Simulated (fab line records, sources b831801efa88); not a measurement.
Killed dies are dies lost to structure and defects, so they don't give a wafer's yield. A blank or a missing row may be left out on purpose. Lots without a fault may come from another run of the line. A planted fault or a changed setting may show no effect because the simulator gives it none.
Which tool did it? | flow sky130 | 11 lots, 33 wafers sampled, at 3 steps of a route of 708

WHAT THE GAUGES READ, wafer by wafer
SKY_VT_ADJUST_HVTP_TW_MEAS_11.
lot  | measured     | on            | VT_ADJUST_HVTP_TW
L190 | day 6 07:21  | film_metro-03 | 1362 1359 1358
L192 | day 6 22:26  | film_metro-03 | 1356 1357 1364
L196 | day 7 20:55  | film_metro-01 | 1341 1349 1342
L202 | day 9 14:25  | film_metro-03 | 30 30 30 30 30 30
L203 | day 9 15:30  | film_metro-01 | 30 30 30 30 30 30
L205 | day 10 05:53 | film_metro-01 | 1356 1358 1357
L207 | day 10 16:06 | film_metro-03 | 1362 1366 1362
L208 | day 11 01:03 | film_metro-03 | 1356 1350 1358
L209 | day 11 09:16 | film_metro-03 | 1360 1356 1368
L211 | day 11 19:43 | film_metro-02 | 1358 1366 1359
L212 | day 12 01:07 | film_metro-02 | 1367 1366 1370

WHICH TOOL RAN EACH LOT (tool, then ch and the chambers of the sampled wafers, then the start)
lot  | SKY_NWELL_STRIP_25                   | SKY_VT_ADJUST_HVTP_STRIP_10
L190 | plasma_asher-01 ch 0,1, day 5 12:16  | plasma_asher-03 ch 0,1, day 6 07:15
L192 | plasma_asher-04 ch 0,1, day 6 02:52  | plasma_asher-02 ch 0,1, day 6 22:20
L196 | plasma_asher-03 ch 0,1, day 7 00:33  | plasma_asher-03 ch 0,1, day 7 20:50
L202 | plasma_asher-01 ch 0,1, day 8 16:16  | plasma_asher-03 ch 0,1, day 9 14:20
L203 | plasma_asher-03 ch 0,1, day 8 17:23  | plasma_asher-01 ch 0,1, day 9 15:24
L205 | plasma_asher-04 ch 0,1, day 9 06:50  | plasma_asher-03 ch 0,1, day 10 05:46
L207 | plasma_asher-03 ch 0,1, day 9 17:02  | plasma_asher-02 ch 0,1, day 10 16:00
L208 | plasma_asher-03 ch 0,1, day 10 01:46 | plasma_asher-01 ch 0,1, day 11 00:57
L209 | plasma_asher-01 ch 0,1, day 10 10:12 | plasma_asher-03 ch 0,1, day 11 09:08
L211 | plasma_asher-01 ch 0,1, day 10 19:17 | plasma_asher-02 ch 0,1, day 11 19:36
L212 | plasma_asher-01 ch 0,1, day 11 01:13 | plasma_asher-01 ch 0,1, day 12 01:00
- SKY_NWELL_STRIP_25: strips in O2/N2.
- SKY_VT_ADJUST_HVTP_STRIP_10: strips in O2/N2.

THE ANSWER, worked out from the rows above alone
Rule: what is usual is taken from the lots themselves. Put in order of their means at a reading, lots are off if they are a third of the lots or fewer, leave a main group of 4 or more, and stand apart from it by a gap of 3 or more times the standard deviation of the main group's means; of several such gaps the widest counts. A main group whose means are all the same, to the digits that the tables above print for the reading, isn't used. A lot without any number at a reading at which 4 lots or more have one is off too. The other lots that the step has rows for count as sound.
Off: L202, L203, at SKY_VT_ADJUST_HVTP_TW_MEAS_11 (VT_ADJUST_HVTP_TW). The main group: mean 1359, standard deviation 6.2.
A tool fits if, at a process step before that reading, it ran every lot that is off, and no sound lot after the first of them. The gauges at SKY_VT_ADJUST_HVTP_TW_MEAS_11 are tried like those tools. None of those tried fits.

WHAT THE SIMULATOR HAD PUT IN
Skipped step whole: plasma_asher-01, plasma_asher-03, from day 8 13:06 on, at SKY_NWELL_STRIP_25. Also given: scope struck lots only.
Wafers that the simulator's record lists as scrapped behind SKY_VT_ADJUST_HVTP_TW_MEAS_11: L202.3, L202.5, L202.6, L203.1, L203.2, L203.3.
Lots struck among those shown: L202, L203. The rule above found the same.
